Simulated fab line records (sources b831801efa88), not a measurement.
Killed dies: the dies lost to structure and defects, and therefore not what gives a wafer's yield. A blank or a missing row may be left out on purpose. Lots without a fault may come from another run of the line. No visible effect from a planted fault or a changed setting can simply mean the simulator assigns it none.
The tool behind it: which one?    flow sky130    Sampling: 6 lots, 18 wafers, 3 of 708 route steps

## WHAT EACH GAUGE READ, for each wafer
SKY_METAL4_CD_MEAS_13 targets a cd of 300 nm.
lot   measured      on         cd-nm (nm)
L471  day 42 07:53  cd-sem-01  299.6 301.3 301.1
L472  day 42 16:47  cd-sem-01  302.4 302.0 303.5
L474  day 43 06:38  cd-sem-01  300.3 302.3 300.5
L478  day 44 13:48  cd-sem-02  221.8 204.4 168.6 221.7 204.0 168.1
L488  day 47 03:49  cd-sem-02  300.4 298.5 301.3
L491  day 47 19:20  cd-sem-02  298.0 298.9 299.3

## EACH LOT AND THE TOOL THAT RAN IT (in order: tool; ch and the chambers of the sampled wafers; start)
lot   SKY_METAL4_SPUTTER_03         SKY_METAL4_EXPOSE_10
L471  pvd-sputter-04, day 40 07:13  krf-scanner-02 ch 0, day 41 20:39
L472  pvd-sputter-03, day 40 16:59  krf-scanner-02 ch 0, day 42 04:58
L474  pvd-sputter-04, day 41 06:46  krf-scanner-02 ch 0, day 42 19:32
L478  pvd-sputter-02, day 42 15:44  krf-scanner-02 ch 0, day 44 02:50
L488  pvd-sputter-04, day 45 10:47  krf-scanner-01 ch 0, day 46 18:59
L491  pvd-sputter-03, day 46 01:58  krf-scanner-01 ch 0, day 47 10:02
- SKY_METAL4_SPUTTER_03: material Ti, target thk 5 nm, time 3.3 s.
- SKY_METAL4_EXPOSE_10: exposes mask MM4, target cd 300 nm.

## THE ANSWER, worked out from the rows above alone
Rule: usual is defined by the lots themselves. The widest of any qualifying gaps counts: lots, ordered by their means at a reading, are off when they make up no more than a third of the lots, leave a main group of 4 or more, and stand apart from it by 3 or more times the standard deviation of that group's means. A main group is skipped when, at the precision printed for the reading in the tables above, its means are all equal. Also off: a lot with no number at a reading for which 4 or more lots have one. Any other lot the step has rows for is counted as sound.
Off, at SKY_METAL4_CD_MEAS_13 on cd-nm: L478. The main group has a mean of 300.6 nm with a standard deviation of 1.3.
If a tool, at a process step before that reading, ran all the lots that are off and no sound lot after the first of them, it fits. The gauges at SKY_METAL4_CD_MEAS_13 are tried like those tools. 2 tools fit, pvd-sputter-02 at SKY_METAL4_SPUTTER_03 and krf-scanner-02 at SKY_METAL4_EXPOSE_10, so this cannot tell which one it is.

## WHAT THE SIMULATOR HAD INSERTED
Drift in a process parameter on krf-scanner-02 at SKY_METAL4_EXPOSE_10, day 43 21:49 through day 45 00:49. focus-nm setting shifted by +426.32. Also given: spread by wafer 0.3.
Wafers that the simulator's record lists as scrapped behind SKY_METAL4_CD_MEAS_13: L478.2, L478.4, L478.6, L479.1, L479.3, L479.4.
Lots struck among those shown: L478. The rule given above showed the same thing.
